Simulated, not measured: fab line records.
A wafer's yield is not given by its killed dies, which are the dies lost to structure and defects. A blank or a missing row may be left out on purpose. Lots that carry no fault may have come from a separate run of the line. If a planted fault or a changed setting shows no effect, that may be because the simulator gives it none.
fab line records	flow sky130
record: lots: 7	wafers: 21	last_day: 51
route steps=708 shown CONTACT@418 PAD_OPEN@708
lots that met no fault: from a run of the same line without faults
start_h: hours from the record's first day to the start of the lot's first wafer shown	wait_h: hours since the lot's step before	" as in the row above	L1.1+2: several wafers, shown together as one row	- no value present, or no start provided	* or withheld: withheld	< > ~ a bound
route shown NAME@n: names a module that has steps shown in the file, with the first one's number in the route	usual: mean and standard deviation over wafers with no fault	same: alike in all rows	chamber/n: place in a boat	sites: readings site by site	_std_site: the standard deviation of these	_edge_site: mean of outer sites minus mean of inner sites	radius_mm: how far each site lies from the wafer's centre	mask NAME#n: copy n	behind: the tool/chamber that last shaped the wafer	hold: why the lot went on hold/how many hours it stayed there/how the hold came to an end	device: which transistor (n, p or np) failed to switch	end of line: the same wafers' tests at the end of the route	a step given without rows: its recipe and nothing more	killed: at the first sort, the dies lost to defects and structure; wafer yield is something else	map: the dies of a wafer, with x for killed, . for not killed, _ for no die there
set.NAME: the setting the step ran with; set.NAME@STEP: the setting that earlier step ran with	model.NAME: the simulator's own value behind a step, which no gauge read
a table for each step, a row for each wafer; lots at some steps of the route
services: from which hour (start_h, from the record's first day; less than 0 if before it) a tool's chamber was out of use, for how many hours, and why
== steps ==
step: SKY_CONTACT_PEB_12
recipe: peb_temp_c: withheld	peb_time_s: withheld	resist: KrF-thick
step: SKY_CONTACT_DEVELOP_13
recipe: develop_time_s: 60	resist: KrF-thick	dev_temp_c: 21
step: SKY_CONTACT_CD_MEAS_14
recipe: target_cd_nm: 170
usual: cd_nm: 170.2/1.3
lot.wafer	tool	chamber	start_h	wait_h	cd_nm
L669.1	cd_sem-01	-	764.74	-	168.8
L669.4	"	-	"	"	167.8
L669.6	"	-	"	"	167.8
L671.1	cd_sem-01	-	771.47	-	170.4
L671.5	"	-	"	"	171.3
L671.6	"	-	"	"	169.6
L682.4	cd_sem-01	-	863.93	-	171.8
L682.5	"	-	"	"	171.1
L682.6	"	-	"	"	172.7
L683.1	cd_sem-02	-	866.27	-	169.8
L683.2	"	-	"	"	170.1
L683.5	"	-	"	"	171.9
L684.1	cd_sem-02	-	867.77	-	171.4
L684.2	"	-	"	"	171.2
L684.6	"	-	"	"	170.0
L685.1	cd_sem-01	-	878.12	-	171.7
L685.3	"	-	"	"	172.1
L685.5	"	-	"	"	171.5
L690.3	cd_sem-01	-	934.68	-	167.7
L690.4	"	-	"	"	169.8
L690.5	"	-	"	"	167.8
step: SKY_CONTACT_OVL_MEAS_15
usual: CONTACT_OVL: 0/6.8
lot.wafer	tool	chamber	start_h	wait_h	CONTACT_OVL[nm]
L669.1	overlay-02	-	764.86	0.1	-3
L669.4	"	-	"	"	4
L669.6	"	-	"	"	1
L671.1	overlay-02	-	771.59	0.1	-12
L671.5	"	-	"	"	-10
L671.6	"	-	"	"	-1
L682.4	overlay-01	-	864.01	0.1	12
L682.5	"	-	"	"	13
L682.6	"	-	"	"	7
L683.1	overlay-02	-	866.39	0.1	-8
L683.2	"	-	"	"	1
L683.5	"	-	"	"	-10
L684.1	overlay-02	-	867.89	0.1	-11
L684.2	"	-	"	"	-6
L684.6	"	-	"	"	-2
L685.1	overlay-01	-	878.24	0.1	1
L685.3	"	-	"	"	3
L685.5	"	-	"	"	-5
L690.3	overlay-01	-	934.77	0.1	-2
L690.4	"	-	"	"	-8
L690.5	"	-	"	"	-8
step: SKY_CONTACT_ETCH_16
recipe: chemistry: N2/H2	target: BARC	ion_energy_ev: 200	source_w: 500	bias_w: 100	pressure_mtorr: 30	n2_flow_sccm: 100	h2_flow_sccm: 200	stop_on: SiO2	time_s: 45.9	target_depth_a: 600
usual: drypump_motor_current_A: 5.9/0.32	oes_product_au: 0.855/0.0048	throttle_valve_pct: 13.225/0.0089
lot.wafer	tool	chamber	start_h	wait_h	drypump_motor_current_A	oes_product_au	rf_hours_counter_h	throttle_valve_pct
L669.1	rie_diel-03	2	764.89	0.0	6.4	0.858	19	13.235
L669.4	"	1	"	"	5.9	0.856	15	13.237
L669.6	"	3	"	"	6.4	0.847	-	13.222
L671.1	rie_diel-04	3	771.62	0.0	5.9	0.853	5	13.239
L671.5	"	1	"	"	5.9	0.855	-	13.231
L671.6	"	3	"	"	6.0	0.861	-	13.227
L682.4	rie_diel-02	3	864.04	0.0	5.4	0.858	-	13.223
L682.5	"	2	"	"	5.8	0.847	-	13.216
L682.6	"	1	"	"	5.7	0.852	-	13.216
L683.1	rie_diel-03	3	866.42	0.0	6.4	0.865	4	13.220
L683.2	"	0	"	"	5.6	0.853	14	13.228
L683.5	"	0	"	"	5.5	0.858	-	13.236
L684.1	rie_diel-04	0	867.92	0.0	5.6	0.859	17	13.221
L684.2	"	3	"	"	5.9	0.855	8	13.226
L684.6	"	1	"	"	5.8	0.852	-	13.231
L685.1	rie_diel-04	1	878.27	0.0	5.8	0.865	7	13.223
L685.3	"	0	"	"	5.7	0.849	17	13.220
L685.5	"	2	"	"	6.4	0.856	-	13.232
L690.3	rie_diel-02	1	934.79	0.0	5.7	0.860	1	13.208
L690.4	"	3	"	"	5.5	0.864	22	13.225
L690.5	"	2	"	"	5.8	0.864	-	13.241
step: SKY_CONTACT_ETCH_17
recipe: target: SiO2	chemistry: C4F8/O2/Ar	stop_on: Si3N4	mask_material: KrF-thick	source_w: 1500	bias_w: 1200	pressure_mtorr: 40	c4f8_flow_sccm: withheld	O2_flow_sccm: 6	Ar_flow_sccm: 300	time_s: withheld	target_depth_a: 3400
usual: oes_product_au: 0.892/0.0049
lot.wafer	tool	chamber	start_h	wait_h	oes_product_au
L669.1	rie_diel-03	2	764.94	0.0	0.891
L669.4	"	1	"	"	0.896
L669.6	"	3	"	"	0.890
L671.1	rie_diel-04	3	771.66	0.0	0.892
L671.5	"	1	"	"	0.895
L671.6	"	3	"	"	0.898
L682.4	rie_diel-02	3	864.09	0.0	0.898
L682.5	"	2	"	"	0.901
L682.6	"	1	"	"	0.886
L683.1	rie_diel-03	3	866.47	0.0	0.896
L683.2	"	0	"	"	0.895
L683.5	"	0	"	"	0.897
L684.1	rie_diel-04	0	867.97	0.0	0.891
L684.2	"	3	"	"	0.893
L684.6	"	1	"	"	0.886
L685.1	rie_diel-04	1	878.32	0.0	0.896
L685.3	"	0	"	"	0.895
L685.5	"	2	"	"	0.890
L690.3	rie_diel-02	1	934.83	0.0	0.888
L690.4	"	3	"	"	0.905
L690.5	"	2	"	"	0.886
step: SKY_CONTACT_ETCH_18
recipe: target: Si3N4	chemistry: CHF3/O2	stop_on: TiN	source_w: 600	bias_w: 200	pressure_mtorr: 40	chf3_flow_sccm: 50	O2_flow_sccm: 5	time_s: 39	target_depth_a: 750
usual: drypump_motor_current_A: 5.9/0.32	oes_product_au: 0.854/0.0082	throttle_valve_pct: 8.794/0.0098
lot.wafer	tool	chamber	start_h	wait_h	drypump_motor_current_A	oes_product_au	rf_hours_counter_h	throttle_valve_pct
L669.1	rie_diel-03	2	-	-	6.4	0.852	19	8.807
L669.4	"	1	"	"	5.9	0.867	15	8.805
L669.6	"	3	"	"	6.4	0.847	-	8.798
L671.1	rie_diel-04	3	-	-	6.0	0.859	5	8.791
L671.5	"	1	"	"	5.8	0.858	-	8.793
L671.6	"	3	"	"	6.0	0.864	-	8.807
L682.4	rie_diel-02	3	-	-	5.4	0.848	-	8.788
L682.5	"	2	"	"	5.8	0.857	-	8.799
L682.6	"	1	"	"	5.7	0.845	-	8.789
L683.1	rie_diel-03	3	-	-	6.5	0.848	4	8.787
L683.2	"	0	"	"	5.5	0.846	14	8.793
L683.5	"	0	"	"	5.5	0.849	-	8.791
L684.1	rie_diel-04	0	-	-	5.7	0.846	17	8.792
L684.2	"	3	"	"	5.9	0.846	8	8.801
L684.6	"	1	"	"	5.8	0.863	-	8.803
L685.1	rie_diel-04	1	-	-	5.8	0.844	7	8.797
L685.3	"	0	"	"	5.6	0.846	17	8.781
L685.5	"	2	"	"	6.5	0.853	-	8.792
L690.3	rie_diel-02	1	-	-	5.7	0.849	1	8.782
L690.4	"	3	"	"	5.5	0.842	23	8.793
L690.5	"	2	"	"	5.8	0.853	-	8.781
step: SKY_CONTACT_STRIP_19
recipe: chemistry: O2/N2	power_w: 1400	pressure_mtorr: 1500	platen_temp_c: withheld	o2_flow_sccm: 3000	n2_flow_sccm: 300	overash_fraction: 0.5
usual: drypump_motor_current_A: 6.0/0.34	oes_product_au: 0.381/0.0044	strip_time_to_endpoint_s: 3.61/0.036
same: overash_fraction: 0.5
lot.wafer	tool	chamber	start_h	wait_h	drypump_motor_current_A	oes_product_au	rf_hours_counter_h	strip_time_to_endpoint_s
L669.1	plasma_asher-02	0	765.03	-	6.4	0.382	66	3.61
L669.4	"	0	"	"	6.3	0.379	-	3.61
L669.6	"	1	"	"	5.8	0.378	-	3.62
L671.1	plasma_asher-03	1	771.75	-	5.5	0.379	3	3.61
L671.5	"	1	"	"	5.5	0.386	-	3.66
L671.6	"	0	"	"	6.6	0.374	-	3.57
L682.4	plasma_asher-01	0	864.19	-	5.8	0.379	-	3.60
L682.5	"	0	"	"	5.8	0.378	-	3.58
L682.6	"	1	"	"	6.0	0.381	-	3.60
L683.1	plasma_asher-01	1	866.56	-	6.0	0.378	41	3.59
L683.2	"	0	"	"	5.8	0.379	41	3.63
L683.5	"	1	"	"	6.0	0.380	-	3.63
L684.1	plasma_asher-01	0	868.06	-	5.8	0.380	41	3.68
L684.2	"	1	"	"	6.0	0.381	41	3.59
L684.6	"	1	"	"	6.0	0.390	-	3.62
L685.1	plasma_asher-01	1	878.41	-	6.0	0.388	42	3.65
L685.3	"	1	"	"	6.0	0.386	-	3.70
L685.5	"	0	"	"	5.8	0.380	-	3.59
L690.3	plasma_asher-03	0	934.96	-	6.5	0.379	-	3.65
L690.4	"	1	"	"	5.5	0.378	-	3.60
L690.5	"	1	"	"	5.5	0.385	-	3.64
step: SKY_CONTACT_STRIP_20
recipe: chemistry: post_etch_residue_remover	time_s: 1200	temp_c: 72.5
step: SKY_CONTACT_CLEAN_21
recipe: chemistry: IPA	time_s: 180	temp_c: 25
step: SKY_CONTACT_CLEAN_22
recipe: chemistry: O3/DIW	dry: n2_spin
step: SKY_CONTACT_SPUTTER_23
recipe: material: TiN	target_thk_nm: 20	chamber_pressure_pa: 5	power_w: 4000	time_s: 80
usual: chamber_pressure_pa: 5.000/0.0084	throttle_valve_pct: 29.8/1
lot.wafer	tool	chamber	start_h	wait_h	chamber_pressure_pa	throttle_valve_pct
L669.1	pvd_sputter-02	-	765.68	0.0	5.006	29.8
L669.4	"	-	"	"	5.001	29.8
L669.6	"	-	"	"	5.003	29.4
L671.1	pvd_sputter-03	-	772.35	0.0	4.998	29.1
L671.5	"	-	"	"	4.992	30.2
L671.6	"	-	"	"	5.000	29.7
L682.4	pvd_sputter-02	-	864.76	0.0	5.011	27.4
L682.5	"	-	"	"	5.003	29.3
L682.6	"	-	"	"	5.003	30.0
L683.1	pvd_sputter-01	-	867.21	0.0	4.993	30.2
L683.2	"	-	"	"	5.013	30.1
L683.5	"	-	"	"	4.991	30.1
L684.1	pvd_sputter-01	-	868.66	0.0	4.997	30.0
L684.2	"	-	"	"	5.005	29.9
L684.6	"	-	"	"	5.005	29.9
L685.1	pvd_sputter-03	-	879.00	0.0	4.997	30.1
L685.3	"	-	"	"	5.006	29.6
L685.5	"	-	"	"	4.984	30.1
L690.3	pvd_sputter-03	-	936.03	0.0	4.991	30.0
L690.4	"	-	"	"	4.995	29.2
L690.5	"	-	"	"	4.993	29.3
step: SKY_CONTACT_CVD_24
recipe: material: W	target_thk_nm: 340	time_s: 102.12	temp_c: 400	pressure_torr: 40
usual: chamber_pressure_Torr: 40.01/0.095	heater_power_outer_w: 597/57	heater_power_w: 954/100
lot.wafer	tool	chamber	start_h	wait_h	chamber_pressure_Torr	heater_power_outer_w	heater_power_w
L669.1	cvd_w-02	1	765.74	0.0	39.99	659	1096
L669.4	"	0	"	"	40.02	556	893
L669.6	"	0	"	"	40.13	542	894
L671.1	cvd_w-01	0	772.42	0.0	40.06	615	999
L671.5	"	1	"	"	39.89	521	833
L671.6	"	0	"	"	39.94	628	1026
L682.4	cvd_w-02	1	864.86	0.1	-	-	-
L682.5	"	0	"	"	-	-	-
L682.6	"	1	"	"	-	-	-
L683.1	cvd_w-02	1	867.27	0.0	-	-	-
L683.2	"	0	"	"	-	-	-
L683.5	"	0	"	"	-	-	-
L684.1	cvd_w-02	0	868.72	0.0	-	-	-
L684.2	"	1	"	"	-	-	-
L684.6	"	1	"	"	-	-	-
L685.1	cvd_w-01	0	879.06	0.0	39.90	619	1046
L685.3	"	0	"	"	39.94	627	1037
L685.5	"	0	"	"	40.19	612	1022
L690.3	cvd_w-02	0	936.13	0.1	40.04	565	898
L690.4	"	1	"	"	39.94	674	1053
L690.5	"	1	"	"	40.07	665	1076
step: SKY_CONTACT_RS_MEAS_25
recipe: thk_meas_gauge: four-point-probe	reads: W_of_CONTACT_CVD_24+TiN_of_CONTACT_SPUTTER_23
usual: CONTACT_W_RS: 0.336/0.0041
lot.wafer	tool	chamber	start_h	wait_h	CONTACT_W_RS[ohm/sq]
L669.1	film_metro-01	-	765.85	0.1	0.344
L669.4	"	-	"	"	0.341
L669.6	"	-	"	"	0.345
L671.1	film_metro-01	-	772.53	0.1	0.328
L671.5	"	-	"	"	0.336
L671.6	"	-	"	"	0.331
L682.4	film_metro-01	-	864.99	0.1	58.494
L682.5	"	-	"	"	56.928
L682.6	"	-	"	"	57.341
L683.1	film_metro-04	-	867.38	0.1	57.634
L683.2	"	-	"	"	58.823
L683.5	"	-	"	"	57.213
L684.1	film_metro-04	-	868.83	0.1	59.107
L684.2	"	-	"	"	58.517
L684.6	"	-	"	"	58.376
L685.1	film_metro-01	-	879.17	0.1	0.331
L685.3	"	-	"	"	0.331
L685.5	"	-	"	"	0.330
L690.3	film_metro-04	-	936.24	0.1	0.343
L690.4	"	-	"	"	0.339
L690.5	"	-	"	"	0.336
step: SKY_CONTACT_THK_MEAS_26
recipe: thk_meas_gauge: xrf	reads: W_of_CONTACT_CVD_24
usual: CONTACT_W_THK: 336/4.5
lot.wafer	tool	chamber	start_h	wait_h	CONTACT_W_THK[nm]
L669.1	film_metro-01	-	765.97	0.1	327
L669.4	"	-	"	"	329
L669.6	"	-	"	"	327
L671.1	film_metro-01	-	772.65	0.1	343
L671.5	"	-	"	"	333
L671.6	"	-	"	"	338
L682.4	film_metro-01	-	865.08	0.1	<0
L682.5	"	-	"	"	<0
L682.6	"	-	"	"	<0
L683.1	film_metro-04	-	867.50	0.1	<0
L683.2	"	-	"	"	<0
L683.5	"	-	"	"	<0
L684.1	film_metro-04	-	868.95	0.1	<0
L684.2	"	-	"	"	<0
L684.6	"	-	"	"	<0
L685.1	film_metro-01	-	879.29	0.1	345
L685.3	"	-	"	"	346
L685.5	"	-	"	"	345
L690.3	film_metro-04	-	936.34	0.1	331
L690.4	"	-	"	"	334
L690.5	"	-	"	"	336
step: SKY_CONTACT_CMP_27
recipe: stop_on: SiO2	t_overpolish_s: 15	down_force_psi: 3.5	platen_rpm: 60	target_thk_nm: 0	pad_velocity_m_s: 0.94248
usual: edge_zone_pressure_frac: 1.000/0.0051	motor_current_A: 11.5/1.1	platen_rpm: 60.00/0.039	slurry_filter_dp_kPa: 13.50/0.15	slurry_flow_ml_min: 150.0/0.48	time_to_endpoint_s: 83/3.9
lot.wafer	tool	chamber	start_h	wait_h	edge_zone_pressure_frac	motor_current_A	platen_rpm	slurry_filter_dp_kPa	slurry_flow_ml_min	time_to_endpoint_s
L669.1	cmp-01	2	766.03	0.1	1.003	11.3	60.02	13.49	150.3	76
L669.4	"	1	"	"	1.006	12.8	60.00	13.70	150.3	79
L669.6	"	3	"	"	1.009	10.5	60.05	13.88	150.1	82
L671.1	cmp-02	0	772.81	0.1	0.997	11.4	59.93	13.57	150.1	92
L671.5	"	2	"	"	1.001	10.0	60.01	13.48	149.7	81
L671.6	"	3	"	"	0.992	11.4	60.04	13.53	149.1	88
L682.4	cmp-01	0	865.11	0.0	1.001	12.6	60.02	13.59	149.4	5
L682.6	"	0	"	"	1.006	12.9	59.98	13.34	149.6	6
L682.5	"	1	"	"	1.002	13.2	60.08	13.61	149.4	7
L683.1	cmp-01	2	867.56	0.1	0.998	11.0	60.02	13.28	149.4	4
L683.2	"	3	"	"	1.003	9.9	59.98	13.60	149.7	9
L683.5	"	2	"	"	0.997	11.7	60.05	13.60	149.8	6
L684.2	cmp-01	1	869.08	0.1	0.997	13.0	59.98	13.56	149.6	10
L684.1	"	2	"	"	1.009	11.1	60.03	13.47	149.8	7
L684.6	"	1	"	"	0.997	13.3	59.96	13.54	149.8	9
L685.1	cmp-02	1	879.35	0.1	0.997	12.1	59.96	13.57	149.7	80
L685.3	"	3	"	"	0.997	11.0	60.02	13.63	149.2	83
L685.5	"	2	"	"	1.001	10.5	60.05	13.45	149.4	77
L690.3	cmp-02	0	936.42	0.1	0.990	11.5	60.09	13.58	150.2	82
L690.4	"	3	"	"	0.990	10.1	60.08	13.24	149.5	81
L690.5	"	0	"	"	0.992	12.0	60.02	13.40	149.8	84
step: SKY_PAD_OPEN_PROBE_99
usual: killed_at_M0_to_M3: 43/6.8	killed_at_M4_up: 3.1/1.8	killed_at_contacts: 25/5.8	killed_at_front_end: 15/4.2	killed_at_other: 0.3/0.5	killed_dies: 87/9.7	killed_on_rim: 17/4.1	killed_open: 47/7.3	killed_short: 39/6.6
same: gross_dies: 492	killed_at_back_side: 0
lot.wafer	tool	chamber	start_h	wait_h	killed_at_M0_to_M3	killed_at_M4_up	killed_at_contacts	killed_at_front_end	killed_at_other	killed_dies	killed_on_rim	killed_open	killed_short
L671.1	prober-01	-	1104.75	0.1	42	1	32	9	1	85	12	45	40
L671.5	prober-01	-	1104.95	0.2	42	2	22	15	1	82	21	50	32
L671.6	prober-01	-	1105.00	0.2	50	1	23	9	1	84	20	44	40
L682.4	prober-01	-	1173.89	0.2	37	1	436	17	1	492	96	41	33
L682.5	prober-01	-	1173.94	0.2	34	4	439	15	0	492	96	41	33
L682.6	prober-01	-	1173.99	0.2	27	5	449	11	0	492	96	35	26
L683.1	prober-02	-	1175.49	0.1	40	5	434	13	0	492	96	50	28
L683.2	prober-02	-	1175.54	0.1	32	4	439	17	0	492	96	48	29
L683.5	prober-02	-	1175.69	0.2	39	4	435	14	0	492	96	34	51
L684.1	prober-01	-	1175.64	0.1	48	2	423	19	0	492	96	55	49
L684.2	prober-01	-	1175.69	0.1	46	1	429	15	1	492	96	40	47
L684.6	prober-01	-	1175.89	0.2	36	3	438	15	0	492	96	46	53
L685.1	prober-02	-	1181.86	0.1	41	1	21	9	1	73	9	39	34
L685.3	prober-02	-	1181.96	0.2	47	2	33	10	1	93	18	49	44
L685.5	prober-02	-	1182.06	0.2	28	3	25	18	0	74	17	37	37
L690.3	prober-02	-	1214.76	0.2	42	2	31	13	0	88	11	51	37
L690.4	prober-02	-	1214.81	0.2	35	2	28	14	0	79	15	41	38
L690.5	prober-02	-	1214.86	0.2	40	4	28	19	1	92	22	48	44
killed by level:class
L671.1 LI_CONTACT:geometric_particle:open=11 VIA1:geometric_particle:open=9 METAL2:geometric_particle:short=7 LOCAL_INTERCONNECT:geometric_particle:short=6 CONTACT:geometric_particle:open=5 VIA3:geometric_particle:open=5 VIA1:geometric_particle:short=5 LI_CONTACT:geometric_particle:short=4
L671.5 VIA1:geometric_particle:open=11 LI_CONTACT:geometric_particle:open=9 CONTACT:geometric_particle:open=6 VIA3:geometric_particle:open=6 FIELD_ISO:geometric_particle:short=5 VIA2:geometric_particle:open=5 POLY_GATE:geometric_particle:open=4 CONTACT:geometric_particle:short=4
L671.6 VIA2:geometric_particle:open=13 CONTACT:geometric_particle:open=8 VIA1:geometric_particle:short=7 VIA3:geometric_particle:open=7 VIA1:geometric_particle:open=6 LI_CONTACT:geometric_particle:open=5 LI_CONTACT:geometric_particle:short=5 METAL3:geometric_particle:short=4
L682.4 CONTACT:area_cvd=418 METAL2:geometric_particle:short=7 VIA2:geometric_particle:open=7 VIA1:geometric_particle:open=5 LI_CONTACT:geometric_particle:open=5 VIA1:geometric_particle:short=5 FIELD_ISO:geometric_particle:open=4 FIELD_ISO:geometric_particle:short=4
L682.5 CONTACT:area_cvd=418 VIA1:geometric_particle:open=7 LI_CONTACT:geometric_particle:open=7 VIA3:geometric_particle:open=7 FIELD_ISO:geometric_particle:short=5 CONTACT:geometric_particle:open=5 METAL3:geometric_particle:short=5 METAL2:geometric_particle:short=4
L682.6 CONTACT:area_cvd=431 VIA2:geometric_particle:open=10 CONTACT:geometric_particle:open=7 FIELD_ISO:geometric_particle:open=5 METAL4:geometric_particle:short=5 LI_CONTACT:geometric_particle:open=3 LOCAL_INTERCONNECT:geometric_particle:short=3 VIA1:geometric_particle:open=3
L683.1 CONTACT:area_cvd=414 VIA1:geometric_particle:open=11 VIA3:geometric_particle:open=8 CONTACT:geometric_particle:open=6 LI_CONTACT:geometric_particle:open=5 FIELD_ISO:geometric_particle:open=4 CONTACT:geometric_particle:short=4 METAL1:geometric_particle:short=4
L683.2 CONTACT:area_cvd=415 LI_CONTACT:geometric_particle:open=13 VIA1:geometric_particle:open=8 CONTACT:geometric_particle:short=6 VIA1:geometric_particle:short=6 FIELD_ISO:geometric_particle:open=5 POLY_GATE:geometric_particle:short=5 VIA3:geometric_particle:open=5
L684.1 CONTACT:area_cvd=388 LI_CONTACT:geometric_particle:open=10 CONTACT:geometric_particle:short=9 CONTACT:geometric_particle:open=9 VIA2:geometric_particle:open=9 VIA1:geometric_particle:open=8 VIA2:geometric_particle:short=6 POLY_GATE:geometric_particle:short=5
L683.5 CONTACT:area_cvd=407 LI_CONTACT:geometric_particle:open=8 VIA1:geometric_particle:open=7 VIA1:geometric_particle:short=7 LI_CONTACT:geometric_particle:short=6 CONTACT:geometric_particle:short=6 METAL2:geometric_particle:short=6 POLY_GATE:geometric_particle:open=5
L684.2 CONTACT:area_cvd=405 VIA1:geometric_particle:open=11 LI_CONTACT:geometric_particle:open=7 METAL1:geometric_particle:short=7 LI_CONTACT:geometric_particle:short=6 LOCAL_INTERCONNECT:geometric_particle:short=6 METAL2:geometric_particle:short=6 FIELD_ISO:geometric_particle:open=5
L684.6 CONTACT:area_cvd=393 CONTACT:geometric_particle:open=17 LI_CONTACT:geometric_particle:open=9 METAL2:geometric_particle:short=8 METAL1:geometric_particle:short=7 POLY_GATE:geometric_particle:short=6 LI_CONTACT:geometric_particle:short=6 LOCAL_INTERCONNECT:geometric_particle:short=6
L685.1 CONTACT:geometric_particle:open=9 METAL1:geometric_particle:short=6 VIA1:geometric_particle:open=6 VIA2:geometric_particle:open=6 CONTACT:geometric_particle:short=4 VIA1:geometric_particle:short=4 METAL2:geometric_particle:short=4 VIA3:geometric_particle:short=4
L685.3 CONTACT:geometric_particle:open=13 VIA1:geometric_particle:open=11 LI_CONTACT:geometric_particle:open=7 METAL2:geometric_particle:short=6 CONTACT:geometric_particle:short=6 VIA2:geometric_particle:open=6 VIA1:geometric_particle:short=6 LI_CONTACT:geometric_particle:short=5
L685.5 CONTACT:geometric_particle:open=7 LI_CONTACT:geometric_particle:short=5 METAL1:geometric_particle:short=5 VIA2:geometric_particle:open=5 FIELD_ISO:geometric_particle:short=4 POLY_GATE:geometric_particle:open=4 LOCAL_INTERCONNECT:geometric_particle:short=4 LOCAL_INTERCONNECT:geometric_particle:open=4
L690.3 CONTACT:geometric_particle:open=14 VIA3:geometric_particle:open=11 LI_CONTACT:geometric_particle:open=6 CONTACT:geometric_particle:short=6 VIA1:geometric_particle:open=6 FIELD_ISO:geometric_particle:open=5 VIA1:geometric_particle:short=5 VIA2:geometric_particle:open=5
L690.4 CONTACT:geometric_particle:open=9 LOCAL_INTERCONNECT:geometric_particle:short=8 VIA1:geometric_particle:short=6 VIA2:geometric_particle:open=6 VIA1:geometric_particle:open=5 VIA3:geometric_particle:open=5 POLY_GATE:geometric_particle:open=4 LI_CONTACT:geometric_particle:open=4
L690.5 CONTACT:geometric_particle:open=11 FIELD_ISO:geometric_particle:short=10 VIA1:geometric_particle:open=8 LI_CONTACT:geometric_particle:open=6 FIELD_ISO:geometric_particle:open=5 LOCAL_INTERCONNECT:geometric_particle:short=5 CONTACT:geometric_particle:short=5 VIA2:geometric_particle:open=5
map L682.4 (x killed, . not)
__________xxxxxxxxxx_________
________xxxxxxxxxxxxxx_______
______xxxxxxxxxxxxxxxxxx_____
_____xxxxxxxxxxxxxxxxxxxx____
____xxxxxxxxxxxxxxxxxxxxxx___
___xxxxxxxxxxxxxxxxxxxxxxxx__
__xxxxxxxxxxxxxxxxxxxxxxxxxx_
_xxxxxxxxxxxxxxxxxxxxxxxxxxxx
_xxxxxxxxxxxxxxxxxxxxxxxxxxxx
_xxxxxxxxxxxxxxxxxxxxxxxxxxxx
_xxxxxxxxxxxxxxxxxxxxxxxxxxxx
_xxxxxxxxxxxxxxxxxxxxxxxxxxxx
_xxxxxxxxxxxxxxxxxxxxxxxxxxxx
_xxxxxxxxxxxxxxxxxxxxxxxxxxxx
_xxxxxxxxxxxxxxxxxxxxxxxxxxxx
__xxxxxxxxxxxxxxxxxxxxxxxxxx_
___xxxxxxxxxxxxxxxxxxxxxxxx__
____xxxxxxxxxxxxxxxxxxxxxx___
_____xxxxxxxxxxxxxxxxxxxx____
______xxxxxxxxxxxxxxxxxx_____
________xxxxxxxxxxxxxx_______
__________xxxxxxxxxx_________
map L683.1 (x killed, . not)
__________xxxxxxxxxx_________
________xxxxxxxxxxxxxx_______
______xxxxxxxxxxxxxxxxxx_____
_____xxxxxxxxxxxxxxxxxxxx____
____xxxxxxxxxxxxxxxxxxxxxx___
___xxxxxxxxxxxxxxxxxxxxxxxx__
__xxxxxxxxxxxxxxxxxxxxxxxxxx_
_xxxxxxxxxxxxxxxxxxxxxxxxxxxx
_xxxxxxxxxxxxxxxxxxxxxxxxxxxx
_xxxxxxxxxxxxxxxxxxxxxxxxxxxx
_xxxxxxxxxxxxxxxxxxxxxxxxxxxx
_xxxxxxxxxxxxxxxxxxxxxxxxxxxx
_xxxxxxxxxxxxxxxxxxxxxxxxxxxx
_xxxxxxxxxxxxxxxxxxxxxxxxxxxx
_xxxxxxxxxxxxxxxxxxxxxxxxxxxx
__xxxxxxxxxxxxxxxxxxxxxxxxxx_
___xxxxxxxxxxxxxxxxxxxxxxxx__
____xxxxxxxxxxxxxxxxxxxxxx___
_____xxxxxxxxxxxxxxxxxxxx____
______xxxxxxxxxxxxxxxxxx_____
________xxxxxxxxxxxxxx_______
__________xxxxxxxxxx_________
== services ==
tool	chamber	start_h	hours	kind
cmp-02	-	744.05	4.0	pm
cmp-01	-	753.75	0.5	repair
cmp-01	-	754.23	2.7	repair
plasma_asher-01	-	756.93	2.8	pm
rie_diel-04	0	765.69	6.6	repair
cmp-02	-	777.26	5.2	pm
rie_diel-02	3	790.15	6.4	repair
cvd_w-02	-	799.67	2.8	pm
rie_diel-04	-	805.43	0.8	repair
cmp-02	-	809.74	2.5	repair
rie_diel-04	-	819.53	0.8	repair
rie_diel-02	3	839.92	6.0	repair
rie_diel-02	-	840.00	0.2	repair
cmp-01	-	843.77	1.6	repair
cmp-01	-	848.98	0.4	repair
cmp-01	-	850.55	4.6	pm
cvd_w-02	-	856.38	1.2	repair
rie_diel-03	2	860.47	7.9	repair
rie_diel-03	0	868.68	2.4	repair
rie_diel-04	2	893.15	5.9	repair
rie_diel-03	3	899.94	4.7	repair
cmp-01	-	912.00	4.0	pm
rie_diel-02	1	919.02	6.1	repair
cmp-01	-	932.08	5.5	pm
== key ==
first_sign: step: SKY_CONTACT_CVD_24	reading: tool_record	direction: missing
effect: step: SKY_CONTACT_RS_MEAS_25	reading: CONTACT_W_RS	direction: up	sigmas: 99+	usual: 0.336	struck: 58.048
effect: step: SKY_CONTACT_THK_MEAS_26	reading: CONTACT_W_THK	direction: down	sigmas: 75	usual: 336	struck: <0
effect: step: SKY_CONTACT_CMP_27	reading: time_to_endpoint_s	direction: down	sigmas: 19	usual: *	struck: *
effect: step: SKY_PAD_OPEN_PROBE_99	reading: killed_at_contacts	direction: up	sigmas: 71	usual: 25	struck: 436
more_kills_born_at: SKY_CONTACT_CVD_24@cvd_w-02: 3679
met_at SKY_CONTACT_CVD_24
struck_wafers L682.4,L682.5,L682.6,L683.1,L683.2,L683.5,L684.1,L684.2,L684.6
later_rows_left_out L682.4,L682.5,L682.6,L683.1,L683.2,L683.5,L684.1,L684.2,L684.6
tester_left_out L682,L683,L684
onset_between 765.74 864.86
fault: kind: skipped_step_whole	tool: cvd_w-02	chamber: -	onset_h: 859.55	steps: SKY_CONTACT_CVD_24	scope: struck_lots_only
tester_left_out: of these lots the tester's yield and bins aren't shown, on N5 and GAA mostly nor the transistor test; their killed dies are dies lost to structure and defects alone, not to doping, threshold or leakage, so they don't give the yield
later_rows_left_out: the simulator's readings of these wafers behind a module that went badly wrong aren't trusted and aren't shown, but for the sort
